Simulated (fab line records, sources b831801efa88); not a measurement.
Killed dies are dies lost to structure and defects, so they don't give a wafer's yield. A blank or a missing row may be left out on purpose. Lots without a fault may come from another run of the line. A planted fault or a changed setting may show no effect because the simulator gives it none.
Tool commonality check | flow sky130 | 13 lots, 39 wafers sampled

WHY IT WAS OPENED
At SKY_DNWELL_TW_MEAS_09 the reading DNWELL_TW is flagged on 1 of 13 lots. Wafers without a fault read 1104, standard deviation 7.9.
Rule: a lot is flagged when every wafer of it that has a number lies more than 4 standard deviations from that mean, or none has a number. The other lots count as sound.

lot  | measured    | on            | DNWELL_TW, wafer by wafer | flag
L672 | day 3 01:43 | film_metro-01 | 1097 1097 1097            |
L673 | day 3 11:15 | film_metro-01 | 1096 1098 1092            |
L675 | day 3 19:30 | film_metro-03 | 1115 1116 1117            |
L676 | day 4 03:41 | film_metro-01 | 1095 1093 1094            |
L677 | day 4 09:11 | film_metro-01 | 29 29 30                  | FLAGGED
L678 | day 4 14:36 | film_metro-01 | 1092 1090 1092            |
L679 | day 4 19:49 | film_metro-02 | 1101 1100 1101            |
L683 | day 5 16:02 | film_metro-01 | 1103 1102 1104            |
L686 | day 6 06:58 | film_metro-02 | 1104 1110 1102            |
L689 | day 7 03:41 | film_metro-03 | 1105 1105 1103            |
L692 | day 7 16:50 | film_metro-03 | 1112 1109 1116            |
L694 | day 8 02:14 | film_metro-01 | 1106 1105 1106            |
L695 | day 8 18:47 | film_metro-03 | 1117 1113 1115            |
The numbers of the flagged lots are 29 on average: -1075 against the usual, or -99 or more standard deviations.

WHICH TOOL RAN EACH LOT
The record holds 1 process step before the reading, out of a route of 708 steps. In each cell: the tool, then ch and the chambers that the sampled wafers went through, then the start.
lot  | flag    | SKY_DNWELL_EXPOSE_04
L672 |         | iline_stepper-01 ch 0, day 2 18:14
L673 |         | iline_stepper-02 ch 0, day 3 03:26
L675 |         | iline_stepper-02 ch 0, day 3 10:50
L676 |         | iline_stepper-02 ch 0, day 3 18:56
L677 | FLAGGED | iline_stepper-02 ch 0, day 3 23:58
L678 |         | iline_stepper-01 ch 0, day 4 06:09
L679 |         | iline_stepper-01 ch 0, day 4 10:46
L683 |         | iline_stepper-02 ch 0, day 5 06:31
L686 |         | iline_stepper-01 ch 0, day 5 21:45
L689 |         | iline_stepper-01 ch 0, day 6 17:28
L692 |         | iline_stepper-02 ch 0, day 7 06:37
L694 |         | iline_stepper-02 ch 0, day 7 16:26
L695 |         | iline_stepper-02 ch 0, day 8 08:15
What these steps do:
- SKY_DNWELL_EXPOSE_04: exposes mask DNM, target cd 3000 nm.
- SKY_DNWELL_TW_MEAS_09

FLAGGED OVER TOTAL, TOOL BY TOOL (the gauges that took the reading come last)
step                  | tool             | lots run | flagged | share of the flagged lots | sound lots run after its first flagged lot
SKY_DNWELL_EXPOSE_04  | iline_stepper-01 | 5        | 0       | none                      | -
SKY_DNWELL_EXPOSE_04  | iline_stepper-02 | 8        | 1       | all                       | 4 (L683,L692,L694,L695)
SKY_DNWELL_TW_MEAS_09 | film_metro-01    | 7        | 1       | all                       | 3 (L678,L683,L694)
SKY_DNWELL_TW_MEAS_09 | film_metro-02    | 2        | 0       | none                      | -
SKY_DNWELL_TW_MEAS_09 | film_metro-03    | 4        | 0       | none                      | -

WHAT THE TABLE ALLOWS
2 rows of the table ran every flagged lot: iline_stepper-02 at SKY_DNWELL_EXPOSE_04, film_metro-01 at SKY_DNWELL_TW_MEAS_09.
- iline_stepper-02 at SKY_DNWELL_EXPOSE_04: 1 of its 8 lots flagged. Sound lots ran on it after the first flagged one (L683, L692, L694, L695), which a lasting fault on the whole tool wouldn't allow.
- film_metro-01 at SKY_DNWELL_TW_MEAS_09: 1 of its 7 lots flagged. Sound lots ran on it after the first flagged one (L678, L683, L694), which a lasting fault on the whole tool wouldn't allow.
No row of the table ran every flagged lot and no sound lot after the first.

WHAT THE SIMULATOR HAD PUT IN
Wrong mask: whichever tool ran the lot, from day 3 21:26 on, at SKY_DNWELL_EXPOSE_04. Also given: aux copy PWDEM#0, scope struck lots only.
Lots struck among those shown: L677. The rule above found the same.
